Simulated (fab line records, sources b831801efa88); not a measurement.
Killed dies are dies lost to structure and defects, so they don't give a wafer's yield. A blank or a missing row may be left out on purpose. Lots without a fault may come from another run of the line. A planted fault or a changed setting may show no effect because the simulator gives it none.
Chamber matching | flow sky130 | SKY_FIELD_ISO_ETCH_14 on rie_diel-04: 4 sister chambers
The step etches BARC in N2/H2, stops on SiO2, time 45.9 s, target depth 60 nm. 4 wafers are shown with their chamber, then 10 later ones without.

WAFERS WITH THEIR CHAMBER
wafer  | chamber | chamber_pressure_mTorr (mTorr)
L090.4 | 2       | 29.995
L090.6 | 0       | 29.999
L092.1 | 3       | 29.982
L092.2 | 1       | 29.987

WAFERS WITHOUT THEIR CHAMBER
wafer  | chamber_pressure_mTorr (mTorr)
L092.5 | 29.967
L093.1 | 30.053
L093.3 | 30.037
L093.4 | 30.014
L095.2 | 30.025
L095.4 | 30.032
L095.6 | 29.976
L096.2 | 30.023
L096.3 | 30.029
L096.5 | 29.999

WHICH CHAMBER EACH WENT THROUGH
wafer  | from the rows above               | in truth
L092.5 | can't be placed: 3 or 1 or 2 or 0 | 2
L093.1 | can't be placed: 0 or 2 or 1 or 3 | 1
L093.3 | can't be placed: 0 or 2 or 1 or 3 | 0
L093.4 | can't be placed: 0 or 2 or 1 or 3 | 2
L095.2 | can't be placed: 0 or 2 or 1 or 3 | 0
L095.4 | can't be placed: 0 or 2 or 1 or 3 | 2
L095.6 | can't be placed: 3 or 1 or 2 or 0 | 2
L096.2 | can't be placed: 0 or 2 or 1 or 3 | 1
L096.3 | can't be placed: 0 or 2 or 1 or 3 | 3
L096.5 | can't be placed: 0 or 2 or 1 or 3 | 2
Placed correctly: 0 of 10. Can't be placed from these rows: 10 (the true chamber is among the candidates in 10). Placed wrongly: 0.
How it was worked out, from the rows above alone: a wafer's distance from a chamber is the root of the sum, over the readings, of the square of ((its reading less the chamber's mean) divided by the reading's scatter). The wafer belongs to the nearest chamber; if the next one is less than 2 further off, it can't be placed. A chamber's mean is the mean of its shown wafers. The scatter: with one shown wafer a chamber, the root of the mean of the squares of how far each hidden wafer lies from its nearest shown one.
